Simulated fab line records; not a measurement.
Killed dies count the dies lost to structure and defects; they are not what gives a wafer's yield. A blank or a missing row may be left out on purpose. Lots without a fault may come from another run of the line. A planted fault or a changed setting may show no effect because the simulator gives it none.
A struck lot beside a sound one :: flow sky130 :: 17 out of 708 route steps
Sound: these wafers, L181.2, L181.3, L181.5. Struck: wafer L193.4 (left out: L193.6, a lot-mate that was not struck); the cause follows at the end.
Each step with rows lists, per side, the tool, then ch with its chambers, then its first start. Under that, the readings that differ: sound wafers :: struck wafers :: difference of the means :: sigmas: that difference in standard deviations of wafers without a fault.
alike: readings whose means differ by less than 2 such deviations, and words and numbers that are the same on both sides. not compared: withheld readings, readings that some wafer has no value for, bounds like >300 that may hide the same value, and numbers for which the record gives no deviation and whose values overlap.
Wherever a step has rows on one side only, a row that says differs or no value, or a row with sigmas, the two part there. Non-overlapping numbers with no deviation appear without sigmas and do not part them. Lack of a reading on every wafer of one side parts them only where that side has two or more wafers.

first, 2 steps without rows for these wafers: SKY_NWELL_IMPLANT_12; SKY_NWELL_IMPLANT_13.
SKY_NWELL_STRIP_14: strips in O2/N2.
  sound on plasma-asher-02 ch 0,1, day 4 12:21; struck on plasma-asher-04 ch 1, day 7 11:53
reading: strip-time-to-endpoint-s (s)
sound: 36.99 37.08 37.01
struck: 36.78
difference: -0.25
sigmas: -2
  alike: drypump-motor-current-A, oes-product-au
  not compared: rf-hours-counter-h
SKY_NWELL_TW_MEAS_15:
  sound on film-metro-04 at day 4 12:28; struck on film-metro-04 at day 7 11:59
  alike: NWELL_TW
then, 7 steps without rows for these wafers: SKY_NWELL_DEHYDRATE_16 (time 60 s); SKY_NWELL_HMDS_17 (prime time 60 s); SKY_NWELL_COAT_18 (resist thk 3000 nm); SKY_NWELL_SOFTBAKE_19; SKY_NWELL_EXPOSE_20 (exposes mask NWM COMPLEMENT, target cd 840 nm); SKY_NWELL_PEB_21; SKY_NWELL_DEVELOP_22 (develop time 60 s).
SKY_NWELL_OVL_MEAS_23:
  sound on overlay-02 at day 5 06:22; struck on overlay-02 at day 8 07:14
  alike: NWELL_01_OVL
SKY_NWELL_IMPLANT_24:
  sound on implanter-03 ch 0, day 5 06:26; struck on implanter-02 ch 0, day 8 07:20
reading: beam-on-s (s)
sound: 9.96 9.74 9.93
struck: 8.26
difference: -1.62
sigmas: -9

reading: faraday-current-uA
sound: 52.1 53.1 52.2
struck: 62.7
difference: +10.2
sigmas: +10
SKY_NWELL_STRIP_25: strips in O2/N2.
  sound on plasma-asher-03 ch 0,1, day 5 06:33; struck on plasma-asher-04 ch 1, day 8 07:26
  alike: drypump-motor-current-A, oes-product-au, strip-time-to-endpoint-s
  not compared: rf-hours-counter-h
SKY_NWELL_TW_MEAS_26:
  sound on film-metro-01 at day 5 06:40; struck on film-metro-01 at day 8 07:32
reading: NWELL_2_TW
sound: 498 501 499
struck: 470
difference: -29
sigmas: -8
then, 1 step without rows for these wafers: SKY_NWELL_CLEAN_27 (cleans in SC1/SC2, time 150 s).
-- the record jumps here: 41 days lie between the struck wafers' starts before and after (it left off in module NWELL and takes up again in module PAD_OPEN, whose first step shown is number 708 of the route) --
SKY_PAD_OPEN_PROBE_99:
  sound on prober-01 at day 45 14:41; struck on prober-02 at day 48 20:17
reading: killed-open
sound: 43 44 44
struck: 61
difference: +17
sigmas: +3

reading: model.etest.pfet_16v.r-on-ohm-um
sound: 1.527e+04 1.516e+04 1.516e+04
struck: 1.583e+04
difference: +6.333e+02
sigmas: 

reading: model.etest.res-iso-pwell.rs-ohm-sq
sound: 3287 3278 3251
struck: 3202
difference: -70
sigmas: 

reading: model.etest.res-pwell-under-gate.rs-ohm-sq
sound: 2294 2273 2288
struck: 2567
difference: +282
sigmas: 

reading: model.etest.res-iso-pwell.line-ohm-um
sound: 1258 1244 1233
struck: 1215
difference: -30
sigmas: 

reading: model.etest.pfet_16v.drive-ua-um
sound: 247.8 250.3 249.4
struck: 234.1
difference: -15.1
sigmas: 

reading: model.etest.res-nwell.width-nm (nm)
sound: 853.4 858 853.6
struck: 852.2
difference: -2.8
sigmas: 

reading: model.etest.field-n.vt-v (V)
sound: 35.87 35.86 35.74
struck: 31.47
difference: -4.35
sigmas: 

reading: model.etest.nfet_05v0_nvt.vt-sat-v (V)
sound: 0.2926 0.2969 0.2964
struck: 0.2641
difference: -0.0312
sigmas: 
  alike: killed_at_M0_to_M3, killed_at_M4_up, killed-at-contacts, killed-at-front-end, killed-at-other, killed-dies, killed-short

WHERE THEY PART
At SKY_NWELL_STRIP_14 first; at SKY_PAD_OPEN_PROBE_99 last (within this record only).

WHY: the cause the simulator had injected
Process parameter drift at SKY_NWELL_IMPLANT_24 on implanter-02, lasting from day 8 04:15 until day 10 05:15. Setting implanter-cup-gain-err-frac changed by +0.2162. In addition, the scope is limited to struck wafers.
